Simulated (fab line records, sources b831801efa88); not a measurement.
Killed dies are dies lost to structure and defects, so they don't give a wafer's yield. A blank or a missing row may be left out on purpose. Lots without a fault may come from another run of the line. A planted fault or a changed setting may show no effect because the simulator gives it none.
A struck lot beside a sound one | flow sky130 | 18 steps out of a route of 708
Sound: wafers L627.1, L627.4, L627.6. Struck: wafers L642.3, L642.4. (L642.5 of the same lot was not struck and is left out.) The cause comes at the end.
At each step with rows: each side's tool, then ch and its chambers, then its first start. Under that, the readings that differ: sound wafers | struck wafers | difference of the means | sigmas: that difference in standard deviations of wafers without a fault.
alike: readings whose means differ by less than 2 such deviations, and words and numbers that are the same on both sides. not compared: withheld readings, readings that some wafer has no value for, bounds like >300 that may hide the same value, and numbers for which the record gives no deviation and whose values overlap.
The two part at a step that has a row with sigmas, a row that says differs or no value, or rows on one side only. Numbers that don't overlap but have no deviation are shown without sigmas and don't part them. A reading that every wafer of one side lacks parts them only if that side has two wafers or more.

first, 3 steps without rows for these wafers: SKY_VIA3_EXPOSE_09 (exposes mask VIM3, target cd 200 nm); SKY_VIA3_PEB_10; SKY_VIA3_DEVELOP_11 (develop time 60 s).
SKY_VIA3_CD_MEAS_12: target cd 200 nm.
  sound on cd_sem-02, day 40 22:32; struck on cd_sem-01, day 45 05:58
  alike: cd_nm
SKY_VIA3_OVL_MEAS_13:
  sound on overlay-01, day 40 22:39; struck on overlay-02, day 45 06:04
  alike: VIA3_OVL
SKY_VIA3_ETCH_14: etches BARC in N2/H2, stops on SiO2, time 45.9 s, target depth 60 nm.
  sound on rie_diel-03 ch 0,1,3, day 40 22:41; struck on rie_diel-03 ch 0,2, day 45 06:05
  alike: drypump_motor_current_A, oes_product_au, throttle_valve_pct
  not compared: rf_hours_counter_h
SKY_VIA3_ETCH_15: etches SiO2 in C4F8/O2/Ar, stops on TiN, target depth 507 nm, time 78 s.
  sound on rie_diel-03 ch 0,1,3, day 40 22:43; struck on rie_diel-03 ch 0,2, day 45 06:08
  alike: oes_product_au
SKY_VIA3_STRIP_16: strips in O2/N2.
  sound on plasma_asher-01 ch 0,1, day 40 22:47; struck on plasma_asher-01 ch 0,1, day 45 06:13
  alike: drypump_motor_current_A, o2_flow_sccm, oes_product_au, strip_time_to_endpoint_s
  not compared: rf_hours_counter_h
then, 3 steps without rows for these wafers: SKY_VIA3_STRIP_17 (strips in post etch residue remover, time 1200 s); SKY_VIA3_CLEAN_18 (cleans in IPA, time 180 s); SKY_VIA3_CLEAN_19 (cleans in O3/DIW).
SKY_VIA3_SPUTTER_20: material TiN, target thk 20 nm, time 80 s.
  sound on pvd_sputter-03, day 40 23:29; struck on pvd_sputter-04, day 45 06:49
  alike: throttle_valve_pct
SKY_VIA3_CVD_21: deposits W, target thk 390 nm, time 117.31 s.
  sound on cvd_w-02 ch 0,1, day 40 23:32; struck on cvd_w-01 ch 0,1, day 45 06:55
  reading                            | sound             | struck      | difference | sigmas
  model.W_of_VIA3_CVD_21.thk_nm (nm) | 394.1 387.6 391.6 | 605.3 607.3 | +215.2     |
  alike: heater_power_w
  not compared: since_wet_clean_h
SKY_VIA3_RS_MEAS_22: measures by four-point-probe.
  sound on film_metro-02, day 40 23:40; struck on film_metro-02, day 45 07:02
  reading            | sound             | struck      | difference | sigmas
  VIA3_W_RS (ohm/sq) | 0.291 0.296 0.293 | 0.189 0.188 | -0.105     | -34
SKY_VIA3_THK_MEAS_23: measures by xrf.
  sound on film_metro-02, day 40 23:47; struck on film_metro-02, day 45 07:08
  reading         | sound       | struck | difference                    | sigmas
  VIA3_W_THK (nm) | 397 390 395 | - -    | no value on the struck wafers |
SKY_VIA3_CMP_24: polishes, stops on SiO2, t overpolish 20 s, target thk 0 nm.
  sound on cmp-01 ch 1,3, day 40 23:51; struck on cmp-02 ch 0,3, day 45 07:36
  reading                | sound    | struck  | difference | sigmas
  time_to_endpoint_s (s) | 95 98 93 | 149 149 | +54        | +15
  alike: head_pressure_psi, motor_current_A, slurry_flow_ml_min
SKY_METAL4_SPUTTER_00: material Ti, target thk 15 nm, time 10 s.
  sound on pvd_sputter-01, day 41 00:09; struck on pvd_sputter-03, day 45 07:51
  alike: throttle_valve_pct
-- the record jumps here: 5 days lie between the struck wafers' starts before and after (it left off in module METAL4 and takes up again in module PAD_OPEN, whose first step shown is number 708 of the route) --
SKY_PAD_OPEN_PROBE_99:
  the record has rows for the struck wafers here (prober-02, day 50 10:14) and none for the sound ones

WHERE THEY PART
First at SKY_VIA3_RS_MEAS_22; last, within this record, at SKY_PAD_OPEN_PROBE_99.

WHY: what the simulator had put in
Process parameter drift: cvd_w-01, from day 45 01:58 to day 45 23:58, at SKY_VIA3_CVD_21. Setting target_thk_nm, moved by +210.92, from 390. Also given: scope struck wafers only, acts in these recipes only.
